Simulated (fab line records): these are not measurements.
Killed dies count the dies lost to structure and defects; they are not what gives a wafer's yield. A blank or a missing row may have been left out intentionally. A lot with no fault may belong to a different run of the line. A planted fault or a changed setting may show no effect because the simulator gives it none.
Comparing a struck lot with a sound one / flow gf180mcu / 41 out of 602 route steps
Sound: wafers L780.1, L780.2, L780.4. Struck: wafers L793.2, L793.3, L793.6. The cause is given at the end.
For every step that has rows: the tool of each side, followed by ch and its chambers, followed by its first start. Under that, the readings that differ: sound wafers / struck wafers / difference of the means / sigmas: that difference in standard deviations of wafers without a fault.
alike: same words and numbers on both sides, and readings whose means sit less than 2 such deviations apart. not compared: any withheld reading, any reading some wafer has no value for, any bound like >300 that may hide the same value, and any number with overlapping values for which the record gives no deviation.
The two part at a step that has a row with sigmas, a row that says differs or no value, or rows on one side only. When numbers do not overlap yet have no deviation, they are printed without sigmas and do not part them. A reading that every wafer of one side lacks parts them only if that side has two wafers or more.

GF_V4_RS_MEAS_24: the measuring method here is four-point-probe.
  sound on filmMetro-04 at day 28 01:58; struck on filmMetro-04 at day 31 11:50
  alike: V4_W_RS
GF_V4_THK_MEAS_25: measures by xrf.
  sound on filmMetro-04 at day 28 02:05; struck on filmMetro-04 at day 31 11:57
  alike: V4_W_THK
then, 2 steps without rows for these wafers: GF_V4_CMP_26 (polishes, stops on SiO2, t overpolish 15 s, target thk 0 nm); GF_MIM_SPUTTER_00 (material Ti, target thk 37.5 nm, time 150 s).
GF_MIM_SPUTTER_01: material TiN, target thk 30 nm, time 25 s.
  sound on pvdSputter-02 at day 28 02:33; struck on pvdSputter-03 at day 31 12:24
  alike: cathodeDcPowerW, throttleValvePct
GF_MIM_SPUTTER_02: material AlCu, target thk 450 nm, time 23.9 s.
  sound on pvdSputter-02 at day 28 02:35; struck on pvdSputter-03 at day 31 12:26
  alike: cathodeDcPowerW, throttleValvePct
then, 2 steps without rows for these wafers: GF_MIM_SPUTTER_03 (material Ti, target thk 10 nm, time 6.7 s); GF_MIM_SPUTTER_04 (material TiN, target thk 50 nm, time 41.7 s).
GF_MIM_CVD_05: deposits Si3N4, target thk 42 nm, time 29.086 s.
  sound on pecvd-01 ch 0,1,2, day 28 02:40; struck on pecvd-03 ch 0,1,2, day 31 12:31
  alike: heaterPowerW
GF_MIM_THK_MEAS_06:
  sound on filmMetro-04 at day 28 02:42; struck on filmMetro-01 at day 31 12:34
  alike: MIM_CVD_05_THK
then, 2 steps without rows for these wafers: GF_MIM_SPUTTER_07 (material TiN, target thk 60 nm, time 50 s); GF_MIM_SPUTTER_08 (material AlCu, target thk 200 nm, time 10.6 s).
GF_MIM_SPUTTER_09: material TiN, target thk 35 nm, time 29.2 s.
  sound on pvdSputter-03 at day 28 02:50; struck on pvdSputter-01 at day 31 12:41
reading=cathodeDcPowerW (W); sound=6500.5 6501.8 6500.0; struck=7139.5 7141.4 7140.7; difference=+639.8; sigmas=+99 or more
reading=throttleValvePct (%); sound=29.3 30.9 29.5; struck=32.6 30.9 32.5; difference=+2.1; sigmas=+2
reading=model.TiN_of_MIM_SPUTTER_09.thkNm (nm); sound=35.39 35.2 35.17; struck=38.42 38.48 38.42; difference=+3.19; sigmas=
GF_MIM_RS_MEAS_10: the measuring method here is four-point-probe.
  sound on filmMetro-03 at day 28 02:52; struck on filmMetro-04 at day 31 12:44
  alike: MIM_ALCU_RS
GF_MIM_THK_MEAS_11: measures by xrf.
  sound on filmMetro-03 at day 28 02:59; struck on filmMetro-04 at day 31 12:50
  alike: MIM_ALCU_THK
then, 7 steps without rows for these wafers: GF_MIM_DEHYDRATE_12 (time 60 s); GF_MIM_HMDS_13 (prime time 60 s); GF_MIM_COAT_14 (resist thk 1000 nm); GF_MIM_SOFTBAKE_15 (time 60 s); GF_MIM_EXPOSE_16 (exposes mask FuseTop, target cd 2000 nm); GF_MIM_PEB_17; GF_MIM_DEVELOP_18 (develop time 60 s).
GF_MIM_METAL_ETCH_19: etches the open film in Cl2/BCl3, stops on Si3N4, target depth 324.5 nm, time 54.1 s.
  sound on rieMetal-01 ch 0,1, day 28 21:19; struck on rieMetal-04 ch 0,1, day 32 05:53
  alike: drypumpMotorCurrentA, oesProductAu, throttleValvePct
  not compared: rfHoursCounterH
GF_MIM_STRIP_20: strips in O2/N2.
  sound on plasmaAsher-02 ch 0,1, day 28 21:23; struck on plasmaAsher-03 ch 0,1, day 32 05:57
  alike: drypumpMotorCurrentA, heaterPowerW, n2FlowSccm, oesProductAu, stripTimeToEndpointS
  not compared: rfHoursCounterH
then, 9 steps without rows for these wafers: GF_MIM_STRIP_21 (strips in post etch residue remover, time 1200 s); GF_MIM_CLEAN_22 (cleans in DIW); GF_M5_DEHYDRATE_00 (time 60 s); GF_M5_HMDS_01 (prime time 60 s); GF_M5_COAT_02 (resist thk 1000 nm); GF_M5_SOFTBAKE_03 (time 60 s); GF_M5_EXPOSE_04 (exposes mask Metal5, target cd 280 nm); GF_M5_PEB_05 (peb time 90 s); GF_M5_DEVELOP_06 (develop time 60 s).
GF_M5_CD_MEAS_07 targets a cd of 280 nm.
  sound on cdSem-01 at day 29 16:40; struck on cdSem-02 at day 32 22:38
  alike: cdNm
GF_M5_OVL_MEAS_08:
  sound on overlay-01 at day 29 16:47; struck on overlay-01 at day 32 22:44
  alike: M5_OVL
then, 3 steps without rows for these wafers: GF_M5_ETCH_09 (etches Si3N4 in CF4/O2, target depth 52 nm, time 11.6 s); GF_M5_METAL_ETCH_10 (etches the open film in Cl2/BCl3, stops on SiO2, target depth 750.8 nm, time 125.1 s); GF_M5_STRIP_11 (strips in O2/N2).
GF_M5_STRIP_12: strips in post etch residue remover, time 1200 s.
  sound on wetBench-01 ch 3, day 29 17:04; struck on wetBench-02 ch 0, day 32 23:04
reading=model.TiN_of_MIM_SPUTTER_09.thkNm (nm); sound=34.55 34.37 34.33; struck=37.58 37.63 37.57; difference=+3.18; sigmas=
then, 2 steps without rows for these wafers: GF_M5_CLEAN_13 (cleans in DIW); GF_PASSIVATION_PROBE_99.

== WHERE THEY PART ==
Only at GF_MIM_SPUTTER_09, as far as this record shows. Later steps at which nothing parts them and some readings are alike: GF_MIM_RS_MEAS_10, GF_MIM_THK_MEAS_11, GF_MIM_METAL_ETCH_19, GF_MIM_STRIP_20, GF_M5_CD_MEAS_07, GF_M5_OVL_MEAS_08.

WHY: whatever the simulator had introduced
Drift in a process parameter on pvdSputter-01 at GF_MIM_SPUTTER_09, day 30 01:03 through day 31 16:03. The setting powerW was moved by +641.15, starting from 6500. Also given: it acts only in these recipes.
